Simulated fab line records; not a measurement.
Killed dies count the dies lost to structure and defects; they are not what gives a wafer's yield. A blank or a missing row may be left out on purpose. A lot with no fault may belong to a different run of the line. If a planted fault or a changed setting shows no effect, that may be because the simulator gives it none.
Struck lot and sound lot, side by side    flow sfq line    24 steps out of a route of 325
Sound: these wafers, L379.3, L379.4, L379.6. Wafers L383.2, L383.4, L383.6 were the ones struck. The cause comes at the end.
Each step with rows lists, per side, the tool, then ch with its chambers, then its first start. Under that, the readings that differ: sound wafers    struck wafers    difference of the means    sigmas: that difference in standard deviations of wafers without a fault.
alike: words and numbers the same on both sides, and readings whose means are apart by under 2 such deviations; not compared: readings that were withheld, readings missing a value for some wafer, numbers with overlapping values and no deviation given by the record, and bounds like >300 which may hide the same value.
Wherever a step has rows on one side only, a row that says differs or no value, or a row with sigmas, the two part there. When numbers do not overlap yet have no deviation, they are printed without sigmas and do not part them. A reading that every wafer of one side lacks parts them only if that side has two wafers or more.

first, 6 steps without rows for these wafers: SFQ_TRILAYER_I2_VIA_LITHO_COAT_072 (resist thk 62 nm); SFQ_TRILAYER_I2_VIA_LITHO_COAT_067 (resist thk 650 nm); SFQ_TRILAYER_I2_VIA_LITHO_SOFTBAKE_071; SFQ_TRILAYER_I2_VIA_LITHO_EXPOSE_068 (exposes mask I2, target cd 500 nm); SFQ_TRILAYER_I2_VIA_LITHO_PEB_070 (peb time 60 s); SFQ_TRILAYER_I2_VIA_LITHO_DEVELOP_069 (time 60 s).
SFQ_I2_OVL_MEAS_918:
  struck on overlay-01, day 25 11:35; sound on overlay-02, day 24 01:59
  alike: I2_OVL
SFQ_TRILAYER_I2_VIA_BARC_OPEN_VIA_ETCH_096: etches BARC in O2, target depth 125 nm, time 41.7 s.
  sound on rie diel-04 ch 1,2,3, day 24 02:01; struck on rie diel-04 ch 2,3, day 25 11:37
  alike: drypump motor current A, oes product au
  not compared: rf hours counter h
SFQ_TRILAYER_I2_VIA_ETCH_VIA_ETCH_070: etches SiO2 in CHF3, stops on Nb, target depth 260 nm.
  sound on rie diel-04 ch 1,2,3, day 24 02:03; struck on rie diel-04 ch 2,3, day 25 11:39
  alike: drypump motor current A, oes product au
SFQ_TRILAYER_I2_VIA_STRIP_STRIP_071: strips in O2.
  sound on rie metal-04 ch 0,1, day 24 02:22; struck on rie metal-04 ch 0,1, day 25 11:46
  alike: drypump motor current A, oes product au
  not compared: rf hours counter h
then, 2 steps without rows for these wafers: SFQ_TRILAYER_I2_VIA_STRIP_SOLV_CLEAN_072 (cleans in NMP, time 600 s); SFQ_TRILAYER_M3_DEP_PRE_CLEAN_074 (time 22.5 s).
SFQ_TRILAYER_M3_DEP_SPUTTER_073: material Nb, target thk 200 nm, time 133.3 s.
  struck on pvd sputter-04, day 25 12:49; sound on pvd sputter-06, day 24 03:08
  alike: base pressure pa, resputter cathode voltage v, throttle valve pct
SFQ_M3_RS_MEAS_919: measures by four-point-probe.
  struck on film metro-01, day 25 12:56; sound on film metro-02, day 24 03:16
reading            sound              struck             difference  sigmas
M3_NB_RS (ohm/sq)  0.899 0.888 0.902  0.441 0.443 0.443  -0.454      -38
then, 6 steps without rows for these wafers: SFQ_TRILAYER_M3_LITHO_COAT_080 (resist thk 62 nm); SFQ_TRILAYER_M3_LITHO_COAT_075 (resist thk 600 nm); SFQ_TRILAYER_M3_LITHO_SOFTBAKE_079; SFQ_TRILAYER_M3_LITHO_EXPOSE_076 (exposes mask M3, target cd 500 nm); SFQ_TRILAYER_M3_LITHO_PEB_078 (peb time 60 s); SFQ_TRILAYER_M3_LITHO_DEVELOP_077 (time 60 s).
-- the record jumps here: 4 days lie between the struck wafers' starts before and after --
SFQ_M3_OVL_MEAS_921:
  struck on overlay-02, day 29 20:11; sound on overlay-01, day 28 06:14
  alike: M3_OVL
SFQ_TRILAYER_M3_BARC_OPEN_METAL_ETCH_100: etches BARC in O2, target depth 125 nm, time 41.7 s.
  sound on rie metal-01 ch 0,1, day 28 06:17; struck on rie metal-04 ch 0,1, day 29 20:13
  alike: drypump motor current A, oes product au
  not compared: rf hours counter h
SFQ_TRILAYER_M3_ETCH_METAL_ETCH_078: etches Nb in Cl2/Ar, stops on SiO2, target depth 240 nm, time 120 s.
  sound on rie metal-01 ch 0,1, day 28 06:22; struck on rie metal-04 ch 0,1, day 29 20:16
reading                         sound              struck             difference  sigmas
oes product au (a.u.)           0.885 0.895 0.886  0.997 0.996 0.998  +0.108      +12
model.M3.feature depth nm (nm)  197.6 199.7 196.8  238.6 239.7 238.1  +40.8       
model.etch.depth nm (nm)        197.6 199.7 196.8  238.6 239.7 238.1  +40.8       
  alike: drypump motor current A
  not compared: rf hours counter h
SFQ_TRILAYER_M3_STRIP_STRIP_079: strips in O2.
  sound on rie metal-01 ch 0,1, day 28 06:38; struck on rie metal-04 ch 0,1, day 29 20:23
  alike: drypump motor current A, oes product au
  not compared: rf hours counter h

== WHERE THEY PART ==
At SFQ_M3_RS_MEAS_919 first; at SFQ_TRILAYER_M3_ETCH_METAL_ETCH_078 last (within this record only). Later steps at which nothing parts them and some readings are alike: SFQ_TRILAYER_M3_STRIP_STRIP_079.

WHY: whatever the simulator had introduced
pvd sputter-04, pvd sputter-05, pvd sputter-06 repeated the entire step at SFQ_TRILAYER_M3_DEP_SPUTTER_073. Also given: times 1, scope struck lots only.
